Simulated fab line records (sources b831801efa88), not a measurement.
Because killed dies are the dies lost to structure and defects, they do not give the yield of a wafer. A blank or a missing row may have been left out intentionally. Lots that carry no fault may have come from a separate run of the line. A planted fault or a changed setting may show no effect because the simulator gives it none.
Matching of chambers	flow sky130	cmp-01 running SKY_VIA4_CMP_21: 4 sister chambers
The step polishes, stops on SiO2, t overpolish 25 s, target thk 0 nm. 8 wafers are shown with their chamber, then 12 later ones without.

== WAFERS WITH THEIR CHAMBER ==
wafer	chamber	motor-current-A (A)	time-to-endpoint-s (s)
L084.2	1	11.2	126
L086.4	3	8.9	125
L088.3	2	11.0	120
L088.5	3	9.4	118
L088.6	0	11.0	119
L089.3	2	11.6	123
L089.5	0	11.2	118
L089.6	1	10.3	119

== WAFERS MISSING THEIR CHAMBER ==
wafer	motor-current-A (A)	time-to-endpoint-s (s)
L091.1	12.7	124
L091.5	10.8	124
L091.6	9.2	125
L092.1	11.4	121
L092.3	9.9	125
L092.4	11.4	128
L094.3	9.5	127
L094.4	11.5	126
L094.6	9.9	124
L096.1	11.6	119
L096.2	12.1	121
L096.5	12.0	119

== THE CHAMBER EACH PASSED THROUGH ==
wafer	from the rows above	in truth
L091.1	can't be placed: 2 or 0 or 1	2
L091.5	can't be placed: 1 or 2 or 0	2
L091.6	3	3
L092.1	can't be placed: 2 or 0 or 1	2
L092.3	can't be placed: 3 or 1 or 0 or 2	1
L092.4	can't be placed: 2 or 1 or 0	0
L094.3	can't be placed: 3 or 1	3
L094.4	can't be placed: 2 or 1 or 0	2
L094.6	can't be placed: 3 or 1 or 0 or 2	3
L096.1	can't be placed: 2 or 0 or 1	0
L096.2	can't be placed: 2 or 0 or 1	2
L096.5	can't be placed: 2 or 0 or 1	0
Correct placement for 1 of the 12. From these rows, 11 cannot be placed; in 11 the true chamber is one of the candidates. 0 placed wrongly.
How it was worked out, from the rows above alone: a wafer's distance from a chamber is the root of the sum, over the readings, of the square of ((its reading less the chamber's mean) divided by the reading's scatter). The wafer belongs to the nearest chamber; if the next one is less than 2 further off, it can't be placed. For every chamber, the mean is computed from those of its wafers that are shown. The scatter is the square root of a quotient: the sum, over the shown wafers, of each reading's squared deviation from its chamber's mean, divided by wafers minus chambers.
